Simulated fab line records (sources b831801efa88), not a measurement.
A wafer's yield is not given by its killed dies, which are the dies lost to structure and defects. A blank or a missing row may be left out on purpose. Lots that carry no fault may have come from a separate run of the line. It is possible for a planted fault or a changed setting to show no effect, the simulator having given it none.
Comparing a struck lot with a sound one -- flow sky130 -- 19 steps out of a route of 708
Sound: wafers L322.2, L322.5, L322.6. Wafers L335.1, L335.2 were the ones struck. The cause is given at the end.
Each step with rows lists, per side, the tool, then ch with its chambers, then its first start. Under that, the readings that differ: sound wafers -- struck wafers -- difference of the means -- sigmas: that difference in standard deviations of wafers without a fault.
alike: readings whose means differ by less than 2 such deviations, and words and numbers that are the same on both sides. not compared: withheld readings, readings that some wafer has no value for, bounds like >300 that may hide the same value, and numbers for which the record gives no deviation and whose values overlap.
Wherever a step has rows on one side only, a row that says differs or no value, or a row with sigmas, the two part there. Numbers that have no deviation but don't overlap get no sigmas and don't part them. A reading missing from all wafers of one side parts the sides only when that side holds two or more wafers.

first, 4 steps without rows for these wafers: SKY_METAL3_STRIP_20 (strips in post etch residue remover, time 1200 s); SKY_METAL3_CLEAN_21 (cleans in IPA, time 180 s); SKY_METAL3_CLEAN_22 (cleans in O3/DIW); SKY_VIA3_HDPCVD_00 (deposits SiO2, target thk 1635 nm, time 272.5 s).
SKY_VIA3_THK_MEAS_01:
  sound on filmMetro-01, day 39 12:50; struck on filmMetro-02, day 43 08:55
  alike: VIA3_HDPCVD_THK
SKY_VIA3_CMP_02: polishes SiO2.
  sound on cmp-01 ch 1,2, day 39 12:53; struck on cmp-01 ch 0,2, day 43 08:58
  alike: headPressurePsi, motorCurrentA
SKY_VIA3_BOW_MEAS_03:
  sound on filmMetro-02, day 39 13:12; struck on filmMetro-01, day 43 09:16
  alike: VIA3_BOW
then, 5 steps without rows for these wafers: SKY_VIA3_DEHYDRATE_04 (time 60 s); SKY_VIA3_HMDS_05 (prime time 60 s); SKY_VIA3_COAT_06 (resist thk 60 nm); SKY_VIA3_COAT_07 (resist thk 450 nm); SKY_VIA3_SOFTBAKE_08 (time 90 s).
SKY_VIA3_EXPOSE_09: exposes mask VIM3, target cd 200 nm.
  sound on krfScanner-01 ch 0, day 40 02:04; struck on krfScanner-02 ch 0, day 43 21:33
reading,sound,struck,difference,sigmas
model.VIA3.overlayXNm (nm),0.3206 0.3206 0.3206,78.9 78.9,+78.6,
  alike: mask
then, 2 steps without rows for these wafers: SKY_VIA3_PEB_10; SKY_VIA3_DEVELOP_11 (develop time 60 s).
SKY_VIA3_CD_MEAS_12 targets a cd of 200 nm.
  sound on cdSem-01, day 40 14:21; struck on cdSem-02, day 44 08:56
  alike: cdNm
SKY_VIA3_OVL_MEAS_13:
  sound on overlay-01, day 40 14:28; struck on overlay-02, day 44 09:03
reading,sound,struck,difference,sigmas
VIA3_OVL (nm),9 3 1,83 82,+78,+13
SKY_VIA3_ETCH_14: etches BARC in N2/H2, stops on SiO2, time 45.9 s, target depth 60 nm.
  sound on rieDiel-02 ch 0,2,3, day 40 14:29; struck on rieDiel-02 ch 0,3, day 44 09:05
reading,sound,struck,difference,sigmas
oesProductAu (a.u.),0.865 0.859 0.865,0.852 0.852,-0.011,-2
  alike: drypumpMotorCurrentA, throttleValvePct
  not compared: rfHoursCounterH
-- the record jumps here: 6 days lie between the struck wafers' starts before and after (it left off in module VIA3 and takes up again in module PAD_OPEN, whose first step shown is number 708 of the route) --
SKY_PAD_OPEN_PROBE_99:
  sound on prober-01, day 46 19:50; struck on prober-01, day 49 21:23
  alike: defectLimitedYield, killed_at_M0_to_M3, killed_at_M4_up, killedAtContacts, killedAtFrontEnd, killedAtOther, killedDies, killedOpen, killedShort, sort_bin_3_pad_short, sort_bin_5_function, sort_bin_6_memory, sortNPass, sortYieldPct
  not compared: model.etest.via3Chain.rcOhm

## WHERE THEY PART
First at SKY_VIA3_OVL_MEAS_13; last, within this record, at SKY_VIA3_ETCH_14. Later steps at which nothing parts them and some readings are alike: SKY_PAD_OPEN_PROBE_99.

WHY: what the simulator had put in
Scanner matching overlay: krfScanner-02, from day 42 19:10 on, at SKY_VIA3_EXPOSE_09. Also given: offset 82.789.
